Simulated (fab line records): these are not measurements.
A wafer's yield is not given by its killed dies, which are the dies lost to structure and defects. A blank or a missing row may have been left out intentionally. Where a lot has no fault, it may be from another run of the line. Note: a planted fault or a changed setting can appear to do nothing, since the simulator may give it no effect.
Comparing a struck lot with a sound one + flow sky130 + 17 steps out of a route of 708
Sound: the wafers L440.1, L440.2, L440.4. Wafers L447.1, L447.3, L447.4 were the ones struck. At the end, the cause is stated.
At each step with rows: each side's tool, then ch and its chambers, then its first start. Under that, the readings that differ: sound wafers + struck wafers + difference of the means + sigmas: that difference in standard deviations of wafers without a fault.
alike: same words and numbers on both sides, and readings whose means sit less than 2 such deviations apart. not compared: any withheld reading, any reading some wafer has no value for, any bound like >300 that may hide the same value, and any number with overlapping values for which the record gives no deviation.
Wherever a step has rows on one side only, a row that says differs or no value, or a row with sigmas, the two part there. Non-overlapping numbers with no deviation appear without sigmas and do not part them. Lack of a reading on every wafer of one side parts them only where that side has two or more wafers.

SKY_VT_ADJUST_HVTR_OVL_MEAS_08:
  sound: overlay-02 at day 13 13:27; struck: overlay-02 at day 15 23:20
  alike: VT_ADJUST_HVTR_OVL
then, 1 step without rows for these wafers: SKY_VT_ADJUST_HVTR_IMPLANT_09.
SKY_VT_ADJUST_HVTR_STRIP_10: strips in O2/N2.
  sound on plasma_asher-04 ch 0,1, day 13 13:38; struck on plasma_asher-04 ch 0,1, day 15 23:31
  alike: drypump_motor_current_A, oes_product_au, strip_time_to_endpoint_s
  not compared: rf_hours_counter_h
SKY_VT_ADJUST_HVTR_TW_MEAS_11:
  sound: film_metro-04 at day 13 13:44; struck: film_metro-03 at day 15 23:37
  alike: VT_ADJUST_HVTR_TW
then, 7 steps without rows for these wafers: SKY_VT_ADJUST_PCH_DEHYDRATE_00 (time 60 s); SKY_VT_ADJUST_PCH_HMDS_01 (prime time 60 s); SKY_VT_ADJUST_PCH_COAT_02 (resist thk 3000 nm); SKY_VT_ADJUST_PCH_SOFTBAKE_03; SKY_VT_ADJUST_PCH_EXPOSE_04 (exposes mask NWM, target cd 840 nm); SKY_VT_ADJUST_PCH_PEB_05; SKY_VT_ADJUST_PCH_DEVELOP_06 (develop time 60 s).
SKY_VT_ADJUST_PCH_OVL_MEAS_07:
  sound: overlay-01 at day 14 15:05; struck: overlay-01 at day 17 04:02
  alike: VT_ADJUST_PCH_OVL
SKY_VT_ADJUST_PCH_IMPLANT_08:
  sound on implanter-04 ch 0, day 14 15:07; struck on implanter-01 ch 0, day 17 04:23
SKY_VT_ADJUST_PCH_STRIP_09: strips in O2/N2.
  sound on plasma_asher-03 ch 0,1, day 14 15:16; struck on plasma_asher-01 ch 0,1, day 17 04:41
  alike: drypump_motor_current_A, oes_product_au, strip_time_to_endpoint_s
  not compared: rf_hours_counter_h
SKY_VT_ADJUST_PCH_TW_MEAS_10:
  sound: film_metro-01 at day 14 15:22; struck: film_metro-01 at day 17 04:47
| reading          | sound             | struck            | difference | sigmas |
|------------------|-------------------|-------------------|------------|--------|
| VT_ADJUST_PCH_TW | 144.0 144.0 143.5 | 171.9 171.2 173.0 | +28.2      | +33    |
then, 1 step without rows for these wafers: SKY_SONOS_TUNNEL_DEHYDRATE_00 (time 60 s).
-- here the record skips 34 days between the struck wafers' starts before and after, leaving off in module SONOS_TUNNEL and picking up in module PAD_OPEN (first step shown: number 708 of the route) --
SKY_PAD_OPEN_PROBE_99:
  sound: prober-01 at day 49 08:14; struck: prober-02 at day 50 19:35
| reading                                | sound                         | struck                       | difference | sigmas |
|----------------------------------------|-------------------------------|------------------------------|------------|--------|
| model.etest.nfet_16v.r_on_ohm_um       | 1.372e+04 1.364e+04 1.373e+04 | 1.48e+04 1.489e+04 1.473e+04 | +1.11e+03  |        |
| model.etest.pfet_g5v0d10v5.r_on_ohm_um | 4779 4783 4833                | 4554 4572 4549               | -240       |        |
| model.etest.tip_p.rs_ohm_sq            | 6833 6831 6840                | 6723 6721 6772               | -96        |        |
| model.etest.tip_p_5v.rs_ohm_sq         | 2884 2879 2889                | 2795 2802 2783               | -91        |        |
| model.etest.pfet_g5v0d10v5.drive_ua_um | 342.5 341 340.1               | 359.9 362.9 361.7            | +20.3      |        |
| model.etest.pfet_01v8_lvt.drive_ua_um  | 176.9 172.2 173.1             | 188.8 187.4 189.2            | +14.4      |        |
| model.etest.pfet_01v8.drive_ua_um      | 193.3 190.1 187               | 195.6 198.8 193.9            | +6.0       |        |
| model.etest.pfet_01v8_mvt.drive_ua_um  | 152.7 150.5 149.6             | 156.7 158 155.8              | +5.9       |        |
  alike: killed_at_M0_to_M3, killed_at_M4_up, killed_at_contacts, killed_at_front_end, killed_at_other, killed_dies, killed_open, killed_short

== WHERE THEY PART ==
At SKY_VT_ADJUST_PCH_TW_MEAS_10 and nowhere else, as far as this record goes. Later steps at which nothing parts them and some readings are alike: SKY_PAD_OPEN_PROBE_99.

WHY: what the simulator had put in
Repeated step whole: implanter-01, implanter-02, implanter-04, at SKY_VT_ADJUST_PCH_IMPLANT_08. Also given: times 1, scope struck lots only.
